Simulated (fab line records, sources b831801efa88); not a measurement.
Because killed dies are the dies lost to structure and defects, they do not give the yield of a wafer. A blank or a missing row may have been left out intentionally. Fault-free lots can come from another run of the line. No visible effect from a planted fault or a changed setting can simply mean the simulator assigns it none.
2 desks, one fault    flow gf180mcu    each desk holds nothing but its own numbers, with what lay behind them at the end

== DESK OF THE TOOL OWNER: hdpcvd-02 ==
The tool's own readings at GF_V4_CVD_00 (deposits SiO2, target thk 600 nm, time 100 s): means of the sampled wafers that have a number, for each lot that ran on this tool. A lot is out of limits, marked OUT, if its mean lies more than 4 standard deviations from the usual mean; the brackets give that distance.
Columns: A = sih4_flow_sccm at GF_V4_CVD_00, usual 60.02 sccm
lot   first seen here  A
L354  day 23 17:29     60.04
L356  day 24 10:57     59.95
L361  day 26 04:30     60.11
L363  day 26 20:35     60.11
L366  day 27 21:52     60.00
L372  day 29 11:53     57.03 (-18) OUT
L373  day 29 21:29     54.08 (-35) OUT
L374  day 29 22:32     56.82 (-19) OUT
This desk's finding: out of limits on L372, L373, L374; first on L372, day 29 11:53 (sih4_flow_sccm at GF_V4_CVD_00). L354, L356, L361, L363, L366 stayed within limits.

== METROLOGY DESK ==
What the gauges read, lot by lot, whatever tool the lot ran on: means of the sampled wafers that have a number. A lot is out of limits, marked OUT, if its mean lies more than 4 standard deviations from the usual mean; the brackets give that distance.
Columns: A = V3_BOW at GF_V3_BOW_MEAS_05, usual 114 um; B = V4_CVD_00_THK at GF_V4_THK_MEAS_01, usual 599 nm
lot   first seen here  A    B
L353  day 21 06:02     120  592
L354  day 21 17:22     130  600
L355  day 22 02:38     115  601
L356  day 22 11:06     118  601
L361  day 24 07:43     111  601
L363  day 25 01:23     110  603
L365  day 25 17:49     113  607
L366  day 26 01:28     108  595
L372  day 27 20:42     113  568 (-5.2) OUT
L373  day 28 04:46     112  541 (-9.7) OUT
L374  day 28 06:18     119  564 (-5.8) OUT
L376  day 28 23:17     127  608
This desk reports L372, L373, L374 out of limits; the earliest was L372 at day 29 11:58 (V4_CVD_00_THK at GF_V4_THK_MEAS_01). L353, L354, L355, L356, L361, L363, L365, L366, L376 stayed within limits.

== TAKEN TOGETHER ==
The tool owner's desk could have raised an alarm at day 29 11:53, on L372, L373, L374.
The metrology desk could have raised an alarm at day 29 11:58, on L372, L373, L374.
Of the lots named, all ran GF_V4_CVD_00 on hdpcvd-02.

== WHAT HAD BEEN PUT IN BY THE SIMULATOR ==
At GF_V4_CVD_00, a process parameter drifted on hdpcvd-02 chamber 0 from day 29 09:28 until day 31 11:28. Setting sih4_flow_sccm, moved by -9, from 60. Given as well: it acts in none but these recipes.
Lots struck among those shown: L372, L373, L374.
Time in hours from fault onset to the first out-of-limits reading at each desk: tool owner's desk 2, metrology desk 2.
